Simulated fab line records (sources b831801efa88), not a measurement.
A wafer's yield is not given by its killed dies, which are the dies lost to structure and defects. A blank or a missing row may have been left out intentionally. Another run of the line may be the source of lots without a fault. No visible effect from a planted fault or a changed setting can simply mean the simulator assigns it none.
Chamber matching    flow sky130    4 sister chambers for SKY_VIA4_CMP_21 on cmp-01
The step polishes, stops on SiO2, t overpolish 25 s, target thk 0 nm. 7 wafers are shown with their chamber, then 8 later ones without.

WAFERS, EACH WITH ITS CHAMBER
wafer   chamber  motor_current_A (A)  time_to_endpoint_s (s)
L075.6  0        9.0                  116
L077.4  1        9.0                  125
L082.6  3        11.5                 119
L083.3  3        11.2                 122
L083.5  1        9.2                  122
L083.6  2        11.5                 124
L084.1  2        11.8                 127

WAFERS WITH NO CHAMBER GIVEN
wafer   motor_current_A (A)  time_to_endpoint_s (s)
L084.4  8.8                  125
L084.6  11.9                 121
L086.3  11.3                 126
L086.5  11.4                 124
L086.6  11.3                 128
L088.1  8.7                  125
L088.2  11.2                 129
L088.6  9.2                  129

EACH ONE'S CHAMBER
wafer    from the rows above       in truth
L084.4   1                         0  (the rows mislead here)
L084.6   can't be placed: 2 or 3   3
L086.3   can't be placed: 2 or 3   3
L086.5   can't be placed: 2 or 3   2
L086.6   can't be placed: 2 or 3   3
L088.1   1                         1
L088.2   can't be placed: 2 or 3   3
L088.6   1                         1
Correctly placed: 2 of 8. Cannot be placed on the basis of these rows: 5; the candidates contain the true chamber in 5. Wrongly placed: 1.
How it was worked out, from the rows above alone: a wafer's distance from a chamber is the root of the sum, over the readings, of the square of ((its reading less the chamber's mean) divided by the reading's scatter). If the next closest chamber is less than 2 further off than the closest, the wafer can't be placed; otherwise it belongs to the closest. The mean given for a chamber averages the wafers shown for that chamber. The scatter is the square root of a quotient: the sum, over the shown wafers, of each reading's squared deviation from its chamber's mean, divided by wafers minus chambers.
